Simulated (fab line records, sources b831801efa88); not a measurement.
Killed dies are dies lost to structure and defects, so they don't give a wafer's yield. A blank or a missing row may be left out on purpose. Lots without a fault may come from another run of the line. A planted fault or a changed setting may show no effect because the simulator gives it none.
One fault seen from 2 desks | flow sky130 | each desk has only its own numbers; what lay behind them comes last

THE TOOL OWNER'S DESK: rtp_anneal-01
The tool's own readings at SKY_SD_N_RTA_14 (time 2 s): means of the sampled wafers that have a number, for each lot that ran on this tool. A lot is out of limits, marked OUT, if its mean lies more than 4 standard deviations from the usual mean; the brackets give that distance.
Columns: A = lamp_power_pct at SKY_SD_N_RTA_14, usual 15.74 %; B = ramp_up_c_per_s at SKY_SD_N_RTA_14, usual 150.00; C = wafer_temp_C_max at SKY_SD_N_RTA_14, usual 1077.8
lot  | first seen here | A     | B      | C
L552 | day 28 19:23    | 15.78 | 149.96 | 1077.5
L558 | day 30 09:08    | 15.74 | 150.00 | 1077.8
L560 | day 31 03:52    | 15.72 | 150.00 | 1077.7
L568 | day 33 07:33    | 15.82 | 150.02 | 1086.2 (+7.0) OUT
L570 | day 33 19:50    | 15.82 | 150.04 | 1087.5 (+8.1) OUT
L572 | day 34 12:21    | 15.81 | 150.03 | 1087.7 (+8.2) OUT
This desk's finding: out of limits on L568, L570, L572; first on L568, day 33 07:33 (wafer_temp_C_max at SKY_SD_N_RTA_14). In limits: L552, L558, L560.

THE METROLOGY DESK
What the gauges read, lot by lot, whatever tool the lot ran on: means of the sampled wafers that have a number. A lot is out of limits, marked OUT, if its mean lies more than 4 standard deviations from the usual mean; the brackets give that distance.
Columns: A = SD_P_TW at SKY_SD_P_TW_MEAS_11, usual 2825; B = SD_N_RS at SKY_SD_N_RS_MEAS_16, usual 68.56 ohm/sq; C = SD_P_RS at SKY_SD_N_RS_MEAS_17, usual 147.1 ohm/sq; D = LI_CONTACT_OVL at SKY_LI_CONTACT_OVL_MEAS_13, usual 0 nm
lot  | first seen here | A    | B               | C               | D
L552 | day 26 10:10    | 2848 | 68.63           | 147.1           | -0
L558 | day 28 00:32    | 2850 | 68.54           | 146.8           | -1
L559 | day 28 05:31    | 2835 | 68.47           | 147.1           | 4
L560 | day 28 19:01    | 2841 | 68.46           | 146.3           | -14
L563 | day 29 17:04    | 2807 | 68.52           | 146.9           | -8
L565 | day 30 12:02    | 2806 | 68.67           | 147.8           | 6
L567 | day 30 22:04    | 2840 | 68.61           | 147.4           | -4
L568 | day 30 23:49    | 2836 | 67.02 (-19) OUT | 139.3 (-22) OUT | 3
L569 | day 31 06:35    | 2842 | 68.64           | 147.4           | -3
L570 | day 31 13:25    | 2836 | 66.99 (-19) OUT | 139.4 (-22) OUT | 9
L572 | day 32 06:02    | 2855 | 66.98 (-19) OUT | 139.3 (-22) OUT | 8
This desk's finding: out of limits on L568, L570, L572; first on L568, day 33 07:44 (SD_N_RS at SKY_SD_N_RS_MEAS_16). In limits: L552, L558, L559, L560, L563, L565, L567, L569.

PUT TOGETHER
The tool owner's desk could have raised an alarm at day 33 07:33, on L568, L570, L572.
The metrology desk could have raised an alarm at day 33 07:44, on L568, L570, L572.
Of the lots named, all ran SKY_SD_N_RTA_14 on rtp_anneal-01.

WHAT THE SIMULATOR HAD PUT IN
Process parameter drift: rtp_anneal-01, from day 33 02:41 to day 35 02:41, at SKY_SD_N_RTA_14. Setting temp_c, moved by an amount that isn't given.
Lots struck among those shown: L568, L570, L572.
Hours from the fault's start to each desk's first reading out of limits: the tool owner's desk, 5; the metrology desk, 5.
